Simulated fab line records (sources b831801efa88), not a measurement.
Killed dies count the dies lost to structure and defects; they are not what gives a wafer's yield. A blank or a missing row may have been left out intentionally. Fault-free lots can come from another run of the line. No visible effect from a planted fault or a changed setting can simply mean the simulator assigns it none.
Matching of chambers -- flow sky130 -- cmp-01 running SKY_VIA1_CMP_24: 4 sister chambers
The step polishes, stops on SiO2, t overpolish 15 s, target thk 0 nm. 33 wafers are shown with their chamber, then 12 later ones without.

## WAFERS, EACH WITH ITS CHAMBER
wafer,chamber,motor_current_A (A),time_to_endpoint_s (s),slurry_filter_dp_kPa (kPa)
L074.1,1,10.1,64.5,13.46
L074.2,2,8.6,65.6,13.61
L074.6,1,10.1,65.6,13.51
L077.3,3,11.4,63.8,13.69
L077.5,0,11.1,68.1,13.60
L077.6,3,10.7,63.7,13.63
L078.1,2,8.5,62.7,13.61
L078.4,1,10.1,67.2,13.32
L078.6,3,10.8,63.1,13.59
L080.1,3,11.4,68.9,13.64
L080.2,2,8.6,67.4,13.41
L080.5,2,8.2,67.7,13.33
L082.1,1,9.9,65.3,13.41
L082.2,0,11.7,68.8,13.27
L082.5,1,9.8,68.0,13.19
L083.3,2,9.0,65.7,13.71
L083.4,3,10.9,68.0,13.53
L083.6,1,10.6,64.6,13.46
L086.2,3,10.9,66.7,13.44
L086.3,1,10.8,65.2,13.17
L086.6,3,10.5,65.4,13.56
L087.1,1,10.3,67.3,13.56
L087.4,0,11.5,70.7,13.81
L087.6,3,10.4,66.2,13.67
L088.3,1,10.1,60.7,13.49
L088.5,1,10.1,64.2,13.45
L088.6,2,8.9,63.3,13.54
L089.3,1,10.5,65.4,13.43
L089.4,3,10.7,63.1,13.45
L089.6,2,8.8,61.5,13.61
L092.1,0,11.6,65.7,13.42
L092.2,1,9.8,63.5,13.30
L092.6,2,8.3,63.7,13.33

SIGNATURES, as means of the wafers listed above
reading,chamber 0,chamber 1,chamber 2,chamber 3,scatter within a chamber
motor_current_A,11.475,10.183,8.613,10.856,0.312
time_to_endpoint_s,68.325,65.125,64.700,65.433,2.09
slurry_filter_dp_kPa,13.5250,13.3958,13.5188,13.5778,0.137
Rule: for a wafer and a chamber, the distance is found by dividing, reading by reading, the gap between the wafer's reading and the chamber's mean by the reading's scatter, squaring, summing and taking the root. If the next closest chamber is less than 2 further off than the closest, the wafer can't be placed; otherwise it belongs to the closest. The scatter: the root of (the sum of the squares of (reading less its chamber's mean) over the shown wafers, divided by (wafers less chambers)).

## WAFERS MISSING THEIR CHAMBER
wafer,motor_current_A (A),time_to_endpoint_s (s),slurry_filter_dp_kPa (kPa)
L093.3,10.0,66.7,13.44
L093.4,8.3,65.7,13.68
L093.6,10.6,65.0,13.41
L094.1,11.5,68.9,13.44
L094.3,8.5,68.4,13.50
L094.6,8.7,64.0,13.69
L095.2,10.5,62.0,13.59
L095.3,10.0,62.8,13.43
L095.4,11.6,66.9,13.53
L097.3,11.3,60.9,13.44
L097.4,8.8,62.3,13.46
L097.5,10.9,63.0,13.59

## WHICH CHAMBER EACH ONE RAN IN
wafer,from the rows above,in truth
L093.3,can't be placed: 1 or 3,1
L093.4,2,2
L093.6,can't be placed: 1 or 3 or 0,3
L094.1,0,0
L094.3,2,2
L094.6,2,2
L095.2,can't be placed: 3 or 1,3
L095.3,can't be placed: 1 or 3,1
L095.4,can't be placed: 0 or 3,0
L097.3,can't be placed: 3 or 0 or 1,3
L097.4,2,2
L097.5,can't be placed: 3 or 1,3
Correct placement for 5 of the 12. Unplaceable from these rows: 7, with the true chamber sitting among the candidates in 7. Wrongly placed: 0.
